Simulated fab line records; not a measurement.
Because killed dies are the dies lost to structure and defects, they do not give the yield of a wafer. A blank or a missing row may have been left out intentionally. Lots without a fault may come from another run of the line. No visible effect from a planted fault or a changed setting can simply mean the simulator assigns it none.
fab line records | flow gf180mcu
record: lots: 6 | wafers: 18 | last-day: 34
route steps=602 shown V5@566 TOP_METAL@567
lots untouched by any fault: they come from a run of this same line in which no faults occurred
start-h: the number of hours between the record's first day and the start of the first shown wafer of the lot | wait-h: hours from the lot's prior step to this one | " the same as in the row above | L1.1+2: one row covering several wafers at once | - no value, or no start given | * or withheld: withheld | < > ~ a bound
route shown NAME@n: NAME is a module with steps in the file, n the number in the route of the first one | usual: mean and standard deviation over wafers with no fault | same: alike in all rows | chamber/n: place in a boat | sites: readings site by site | _std_site: standard deviation across them | _edge_site: the outer-site mean with the inner-site mean subtracted | radius-mm: for every site, how far away it sits from the centre of the wafer | mask NAME#n: copy n | behind: the tool/chamber that last shaped the wafer | hold: the reason the lot was held/the length of the hold in hours/how it ended | device: transistor that didn't switch, given as n, p or np | end of line: the route-end tests of the same wafers | for a step that has no rows: nothing shown but its recipe | killed: dies lost to structure and defects at the first sort, not the wafer's yield | map: a wafer's dies, x killed, . not, _ none there
set.NAME: the run value of the setting; set.NAME@STEP: its run value at that earlier step | model.NAME: the simulator's own value behind a step, which no gauge read
lots seen at some steps along the route; tables by step, rows by wafer
services: when a tool's chamber went out of use (start-h, in hours from the record's first day, below 0 if earlier), for how many hours, and the reason
== steps ==
step: GF_V5_CMP_26
recipe: stop-on: SiO2 | down-force-psi: 3.5 | platen-rpm: 60 | t-overpolish-s: 15 | target-thk-nm: 0 | pad-velocity-m-s: 0.94248
step: GF_TOP_METAL_SPUTTER_00
recipe: material: Ti | target-thk-nm: 37.5 | arriving-ion-energy-ev: 80 | substrate-temp-c: 200 | chamber-pressure-pa: 2 | power-w: 4000 | time-s: 150
usual: throttle-valve-pct: 29.3/1.1
lot.wafer | tool           | chamber | start-h | wait-h | throttle-valve-pct
L911.3    | pvd-sputter-03 | -       | 695.96  | 0.1    | 27.5
L911.4    | "              | -       | "       | "      | 29.1
L911.6    | "              | -       | "       | "      | 27.4
L915.1    | pvd-sputter-04 | -       | 723.40  | 0.2    | 28.2
L915.5    | "              | -       | "       | "      | 29.1
L915.6    | "              | -       | "       | "      | 27.9
L923.1    | pvd-sputter-02 | -       | 765.62  | 0.2    | 30.1
L923.4    | "              | -       | "       | "      | 29.5
L923.5    | "              | -       | "       | "      | 31.0
L924.1    | pvd-sputter-04 | -       | 772.21  | 0.1    | 29.4
L924.3    | "              | -       | "       | "      | 28.1
L924.6    | "              | -       | "       | "      | 29.2
L925.1    | pvd-sputter-02 | -       | 777.87  | 0.2    | 29.1
L925.2    | "              | -       | "       | "      | 30.0
L925.5    | "              | -       | "       | "      | 29.8
L926.1    | pvd-sputter-02 | -       | 783.99  | 0.2    | 29.9
L926.2    | "              | -       | "       | "      | 30.7
L926.3    | "              | -       | "       | "      | 29.0
step: GF_TOP_METAL_SPUTTER_01
recipe: material: TiN | target-thk-nm: 30 | power-w: 6500 | time-s: 25 | chamber-pressure-pa: 0.4
usual: throttle-valve-pct: 29.3/1.1
lot.wafer | tool           | chamber | start-h | wait-h | throttle-valve-pct
L911.3    | pvd-sputter-03 | -       | 696.06  | 0.1    | 26.9
L911.4    | "              | -       | "       | "      | 28.7
L911.6    | "              | -       | "       | "      | 27.4
L915.1    | pvd-sputter-04 | -       | 723.50  | 0.1    | 27.9
L915.5    | "              | -       | "       | "      | 29.0
L915.6    | "              | -       | "       | "      | 28.0
L923.1    | pvd-sputter-02 | -       | 765.72  | 0.1    | 29.8
L923.4    | "              | -       | "       | "      | 29.3
L923.5    | "              | -       | "       | "      | 31.0
L924.1    | pvd-sputter-04 | -       | 772.31  | 0.1    | 29.4
L924.3    | "              | -       | "       | "      | 28.2
L924.6    | "              | -       | "       | "      | 29.3
L925.1    | pvd-sputter-02 | -       | 777.97  | 0.1    | 29.1
L925.2    | "              | -       | "       | "      | 30.2
L925.5    | "              | -       | "       | "      | 30.0
L926.1    | pvd-sputter-02 | -       | 784.09  | 0.1    | 29.9
L926.2    | "              | -       | "       | "      | 30.9
L926.3    | "              | -       | "       | "      | 29.2
step: GF_TOP_METAL_SPUTTER_02
recipe: material: AlCu | target-thk-nm: 900 | power-w: 10600 | chamber-pressure-pa: 0.3 | substrate-temp-c: 250 | gas: Ar | time-s: 48.65
usual: throttle-valve-pct: 29.3/1.1
lot.wafer | tool           | chamber | start-h | wait-h | throttle-valve-pct
L911.3    | pvd-sputter-03 | -       | 696.09  | 0.0    | 27.2
L911.4    | "              | -       | "       | "      | 29.0
L911.6    | "              | -       | "       | "      | 27.2
L915.1    | pvd-sputter-04 | -       | 723.53  | 0.0    | 28.1
L915.5    | "              | -       | "       | "      | 29.1
L915.6    | "              | -       | "       | "      | 28.1
L923.1    | pvd-sputter-02 | -       | 765.75  | 0.0    | 30.1
L923.4    | "              | -       | "       | "      | 29.7
L923.5    | "              | -       | "       | "      | 30.8
L924.1    | pvd-sputter-04 | -       | 772.34  | 0.0    | 29.5
L924.3    | "              | -       | "       | "      | 28.1
L924.6    | "              | -       | "       | "      | 28.9
L925.1    | pvd-sputter-02 | -       | 778.00  | 0.0    | 29.5
L925.2    | "              | -       | "       | "      | 29.8
L925.5    | "              | -       | "       | "      | 29.8
L926.1    | pvd-sputter-02 | -       | 784.12  | 0.0    | 30.2
L926.2    | "              | -       | "       | "      | 30.9
L926.3    | "              | -       | "       | "      | 29.6
step: GF_TOP_METAL_SPUTTER_03
recipe: material: Ti | target-thk-nm: 5 | substrate-temp-c: 300 | chamber-pressure-pa: 0.3 | power-w: 3000 | time-s: 3.3
usual: throttle-valve-pct: 29.3/1.1
lot.wafer | tool           | chamber | start-h | wait-h | throttle-valve-pct
L911.3    | pvd-sputter-03 | -       | 696.14  | 0.0    | 27.3
L911.4    | "              | -       | "       | "      | 29.1
L911.6    | "              | -       | "       | "      | 27.2
L915.1    | pvd-sputter-04 | -       | 723.58  | 0.0    | 28.3
L915.5    | "              | -       | "       | "      | 29.4
L915.6    | "              | -       | "       | "      | 28.0
L923.1    | pvd-sputter-02 | -       | 765.79  | 0.0    | 30.0
L923.4    | "              | -       | "       | "      | 29.5
L923.5    | "              | -       | "       | "      | 30.8
L924.1    | pvd-sputter-04 | -       | 772.38  | 0.0    | 29.2
L924.3    | "              | -       | "       | "      | 28.3
L924.6    | "              | -       | "       | "      | 29.1
L925.1    | pvd-sputter-02 | -       | 778.04  | 0.0    | 29.3
L925.2    | "              | -       | "       | "      | 29.8
L925.5    | "              | -       | "       | "      | 29.8
L926.1    | pvd-sputter-02 | -       | 784.17  | 0.0    | 30.2
L926.2    | "              | -       | "       | "      | 30.4
L926.3    | "              | -       | "       | "      | 29.3
step: GF_TOP_METAL_SPUTTER_04
recipe: material: TiN | target-thk-nm: 25 | power-w: 6500 | time-s: 20.8 | chamber-pressure-pa: 0.4
usual: throttle-valve-pct: 29.3/1.1
lot.wafer | tool           | chamber | start-h | wait-h | throttle-valve-pct
L911.3    | pvd-sputter-03 | -       | 696.16  | 0.0    | 27.3
L911.4    | "              | -       | "       | "      | 29.1
L911.6    | "              | -       | "       | "      | 27.3
L915.1    | pvd-sputter-04 | -       | 723.60  | 0.0    | 27.9
L915.5    | "              | -       | "       | "      | 29.0
L915.6    | "              | -       | "       | "      | 28.1
L923.1    | pvd-sputter-02 | -       | 765.81  | 0.0    | 29.6
L923.4    | "              | -       | "       | "      | 29.2
L923.5    | "              | -       | "       | "      | 30.8
L924.1    | pvd-sputter-04 | -       | 772.40  | 0.0    | 29.2
L924.3    | "              | -       | "       | "      | 28.4
L924.6    | "              | -       | "       | "      | 29.1
L925.1    | pvd-sputter-02 | -       | 778.06  | 0.0    | 29.4
L925.2    | "              | -       | "       | "      | 29.9
L925.5    | "              | -       | "       | "      | 29.8
L926.1    | pvd-sputter-02 | -       | 784.19  | 0.0    | 30.1
L926.2    | "              | -       | "       | "      | 30.8
L926.3    | "              | -       | "       | "      | 29.5
step: GF_TOP_METAL_RS_MEAS_05
recipe: thk-meas-gauge: four-point-probe | reads: TiN_of_TOP_METAL_SPUTTER_04+Ti_of_TOP_METAL_SPUTTER_03+AlCu_of_TOP_METAL_SPUTTER_02+TiN_of_TOP_METAL_SPUTTER_01+Ti_of_TOP_METAL_SPUTTER_00
usual: TOP_METAL_ALCU_RS: 0.0323/0.00042
lot.wafer | tool          | chamber | start-h | wait-h | TOP_METAL_ALCU_RS[ohm/sq]
L911.3    | film-metro-04 | -       | 696.22  | 0.1    | 0.0322
L911.4    | "             | -       | "       | "      | 0.0324
L911.6    | "             | -       | "       | "      | 0.0322
L915.1    | film-metro-04 | -       | 723.62  | 0.0    | 0.0324
L915.5    | "             | -       | "       | "      | 0.0325
L915.6    | "             | -       | "       | "      | 0.0324
L923.1    | film-metro-01 | -       | 765.84  | 0.0    | 0.0322
L923.4    | "             | -       | "       | "      | 0.0319
L923.5    | "             | -       | "       | "      | 0.0323
L924.1    | film-metro-04 | -       | 772.43  | 0.0    | 0.0325
L924.3    | "             | -       | "       | "      | 0.0327
L924.6    | "             | -       | "       | "      | 0.0325
L925.1    | film-metro-01 | -       | 778.09  | 0.0    | 0.0318
L925.2    | "             | -       | "       | "      | 0.0319
L925.5    | "             | -       | "       | "      | 0.0318
L926.1    | film-metro-04 | -       | 784.21  | 0.0    | 0.0317
L926.2    | "             | -       | "       | "      | 0.0320
L926.3    | "             | -       | "       | "      | 0.0316
step: GF_TOP_METAL_THK_MEAS_06
recipe: thk-meas-gauge: xrf | reads: AlCu_of_TOP_METAL_SPUTTER_02
usual: TOP_METAL_ALCU_THK: 904/11
lot.wafer | tool          | chamber | start-h | wait-h | TOP_METAL_ALCU_THK[nm]
L911.3    | film-metro-04 | -       | 696.32  | 0.1    | 897
L911.4    | "             | -       | "       | "      | 894
L911.6    | "             | -       | "       | "      | 899
L915.1    | film-metro-04 | -       | 723.74  | 0.1    | 903
L915.5    | "             | -       | "       | "      | 896
L915.6    | "             | -       | "       | "      | 900
L923.1    | film-metro-01 | -       | 765.96  | 0.1    | 912
L923.4    | "             | -       | "       | "      | 923
L923.5    | "             | -       | "       | "      | 911
L924.1    | film-metro-04 | -       | 772.55  | 0.1    | 895
L924.3    | "             | -       | "       | "      | 893
L924.6    | "             | -       | "       | "      | 897
L925.1    | film-metro-01 | -       | 778.21  | 0.1    | 922
L925.2    | "             | -       | "       | "      | 923
L925.5    | "             | -       | "       | "      | 925
L926.1    | film-metro-04 | -       | 784.33  | 0.1    | 916
L926.2    | "             | -       | "       | "      | 905
L926.3    | "             | -       | "       | "      | 916
step: GF_TOP_METAL_DEHYDRATE_07
recipe: temp-c: 200 | time-s: 60
step: GF_TOP_METAL_HMDS_08
recipe: prime-time-s: 60 | prime-temp-c: 120
step: GF_TOP_METAL_COAT_09
recipe: resist: NOVOLAK | spin-rpm: 3000 | resist-thk-nm: 1500
step: GF_TOP_METAL_SOFTBAKE_10
recipe: temp-c: 90 | time-s: 60 | resist: NOVOLAK
step: GF_TOP_METAL_EXPOSE_11
recipe: mask-id: MetalTop | target-cd-nm: 440 | na: 0.6 | source-shape: conventional | sigma-outer: 0.6 | dose-mj: 170
usual: exposure-dose-mJ-cm2: 170.00/0.16 | focus-offset-nm: 0.1/0.51 | stage-vel-mm-s: 500.03/0.23
lot.wafer | tool             | chamber | start-h | wait-h | mask       | exposure-dose-mJ-cm2 | focus-offset-nm | stage-vel-mm-s
L911.3    | iline-stepper-02 | 0       | 705.91  | -      | MetalTop#0 | 169.94               | 0.0             | 499.95
L911.4    | "                | 0       | "       | "      | MetalTop#0 | 169.78               | 0.1             | 500.14
L911.6    | "                | 0       | "       | "      | MetalTop#0 | 170.29               | -0.2            | 500.01
L915.1    | iline-stepper-01 | 0       | 731.90  | -      | MetalTop#0 | 169.91               | -0.2            | 500.15
L915.5    | "                | 0       | "       | "      | MetalTop#0 | 169.98               | 0.2             | 500.20
L915.6    | "                | 0       | "       | "      | MetalTop#0 | 169.86               | -0.8            | 500.04
L923.1    | iline-stepper-01 | -       | 773.74  | -      | MetalTop#0 | -                    | -               | -
L923.4    | "                | -       | "       | "      | MetalTop#0 | -                    | -               | -
L923.5    | "                | -       | "       | "      | MetalTop#0 | -                    | -               | -
L924.1    | iline-stepper-02 | -       | 780.66  | -      | MetalTop#0 | -                    | -               | -
L924.3    | "                | -       | "       | "      | MetalTop#0 | -                    | -               | -
L924.6    | "                | -       | "       | "      | MetalTop#0 | -                    | -               | -
L925.1    | iline-stepper-02 | 0       | 785.73  | -      | MetalTop#0 | 169.84               | -0.1            | 500.09
L925.2    | "                | 0       | "       | "      | MetalTop#0 | 170.01               | 0.5             | 500.07
L925.5    | "                | 0       | "       | "      | MetalTop#0 | 169.85               | 0.1             | 500.01
L926.1    | iline-stepper-02 | 0       | 791.55  | -      | MetalTop#0 | 169.84               | 0.6             | 499.68
L926.2    | "                | 0       | "       | "      | MetalTop#0 | 170.01               | -0.1            | 499.64
L926.3    | "                | 0       | "       | "      | MetalTop#0 | 170.07               | 0.1             | 499.95
step: GF_TOP_METAL_PEB_12
recipe: temp-c: withheld | time-s: * | resist: NOVOLAK
== services ==
tool             | chamber | start-h | hours | kind
pvd-sputter-04   | -       | 696.37  | 0.8   | repair
pvd-sputter-03   | -       | 703.22  | 10.0  | repair
pvd-sputter-04   | -       | 713.75  | 3.9   | repair
iline-stepper-02 | -       | 772.83  | 1.9   | repair
pvd-sputter-04   | -       | 790.35  | 8.1   | repair
== key ==
first-sign: step: GF_TOP_METAL_EXPOSE_11 | reading: tool-record | direction: missing
effect none on later readings
met-at GF_TOP_METAL_EXPOSE_11
struck-wafers L923.1,L923.4,L923.5,L924.1,L924.3,L924.6
later-rows-left-out L923.1,L923.4,L923.5,L924.1,L924.3,L924.6
sort-left-out L923.1,L923.4,L923.5,L924.1,L924.3,L924.6
onset-between 731.90 773.74
fault: kind: skipped-step-whole | tool: iline-stepper-01,iline-stepper-02 | chamber: - | onset-h: 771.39 | steps: GF_TOP_METAL_EXPOSE_11 | scope: struck-lots-only
sort-left-out: the simulated sort isn't trusted on such a fault, so these wafers' sort isn't shown, and their yield isn't known
later-rows-left-out: the simulator's readings of these wafers behind a module that went badly wrong aren't trusted and aren't shown, but for the sort
